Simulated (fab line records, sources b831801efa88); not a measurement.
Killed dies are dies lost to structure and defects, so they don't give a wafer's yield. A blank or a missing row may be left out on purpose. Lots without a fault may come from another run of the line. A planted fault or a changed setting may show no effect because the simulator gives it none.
Which tool did it? | flow sky130 | 12 lots, 36 wafers sampled, at 3 steps of a route of 708

WHAT THE GAUGES READ, wafer by wafer
SKY_CONTACT_THK_MEAS_03.
lot  | measured     | on            | CONTACT_HDPCVD_THK (nm)
L289 | day 30 03:21 | film_metro-01 | 571 570 565
L290 | day 30 18:31 | film_metro-03 | 566 559 565
L291 | day 30 22:43 | film_metro-01 | 574 576 561
L297 | day 33 06:48 | film_metro-02 | 564 554 559
L298 | day 33 16:26 | film_metro-01 | 571 560 569
L299 | day 33 21:53 | film_metro-02 | 565 564 556
L300 | day 34 02:03 | film_metro-02 | 569 555 560
L301 | day 34 12:04 | film_metro-03 | 561 565 553
L302 | day 34 17:41 | film_metro-03 | 567 568 560
L310 | day 37 08:47 | film_metro-03 | 562 564 562
L311 | day 37 10:24 | film_metro-02 | 566 567 565
L312 | day 37 15:26 | film_metro-03 | 568 558 564

SKY_CONTACT_BOW_MEAS_05.
lot  | measured     | on            | CONTACT_BOW (um)
L289 | day 30 03:43 | film_metro-01 | 80 73 79
L290 | day 30 18:54 | film_metro-02 | 87 85 80
L291 | day 30 23:05 | film_metro-03 | 82 88 69
L297 | day 33 07:10 | film_metro-03 | 92 85 83
L298 | day 33 16:49 | film_metro-03 | 77 87 90
L299 | day 33 22:16 | film_metro-03 | 86 78 76
L300 | day 34 02:25 | film_metro-03 | 86 79 95
L301 | day 34 12:27 | film_metro-01 | 74 89 72
L302 | day 34 18:03 | film_metro-01 | 76 83 89
L310 | day 37 09:09 | film_metro-01 | 85 88 78
L311 | day 37 10:46 | film_metro-03 | 92 84 81
L312 | day 37 15:48 | film_metro-03 | 76 78 89

SKY_CONTACT_CD_MEAS_14: target cd 170 nm.
lot  | measured     | on        | cd_nm (nm)
L289 | day 31 08:19 | cd_sem-02 | 170.7 171.3 170.0
L290 | day 31 22:36 | cd_sem-02 | 165.2 165.6 165.1
L291 | day 32 02:38 | cd_sem-02 | 170.1 170.9 167.9
L297 | day 34 09:47 | cd_sem-01 | 167.5 168.0 166.5
L298 | day 34 19:05 | cd_sem-02 | 170.3 170.9 172.2
L299 | day 35 00:42 | cd_sem-02 | 168.4 168.4 168.0
L300 | day 35 05:29 | cd_sem-01 | 169.7 171.3 169.9
L301 | day 35 14:39 | cd_sem-01 | 166.8 168.1 168.0
L302 | day 35 20:17 | cd_sem-01 | 168.1 170.1 167.8
L310 | day 38 10:53 | cd_sem-02 | 172.9 172.7 172.1
L311 | day 38 13:19 | cd_sem-01 | 169.6 169.9 169.8
L312 | day 38 18:20 | cd_sem-01 | 169.5 170.2 169.8

WHICH TOOL RAN EACH LOT (tool, then ch and the chambers of the sampled wafers, then the start)
The record holds no process step before these readings.

WHAT THE TOOLS THEMSELVES READ (means of the sampled wafers that have a number; where no wafer has one, the mark that the record gives instead)
The record holds no such reading with a usual standard deviation.

THE ANSWER, worked out from the rows above alone
Rule: what is usual is taken from the lots themselves. Put in order of their means at a reading, lots are off if they are a third of the lots or fewer, leave a main group of 4 or more, and stand apart from it by a gap of 3 or more times the standard deviation of the main group's means; of several such gaps the widest counts. A main group whose means are all the same, to the digits that the tables above print for the reading, isn't used. A lot without any number at a reading at which 4 lots or more have one is off too. The other lots that the step has rows for count as sound. The gauges are gone through in route order, then the tools' own readings, and for those a lot's mean is taken as printed above. The first step at which some lot is off is used, and at that step the reading that is off furthest; a lot without a number counts as furthest.
No lot is off at any reading shown: from this, nothing can be told.

WHAT THE SIMULATOR HAD PUT IN
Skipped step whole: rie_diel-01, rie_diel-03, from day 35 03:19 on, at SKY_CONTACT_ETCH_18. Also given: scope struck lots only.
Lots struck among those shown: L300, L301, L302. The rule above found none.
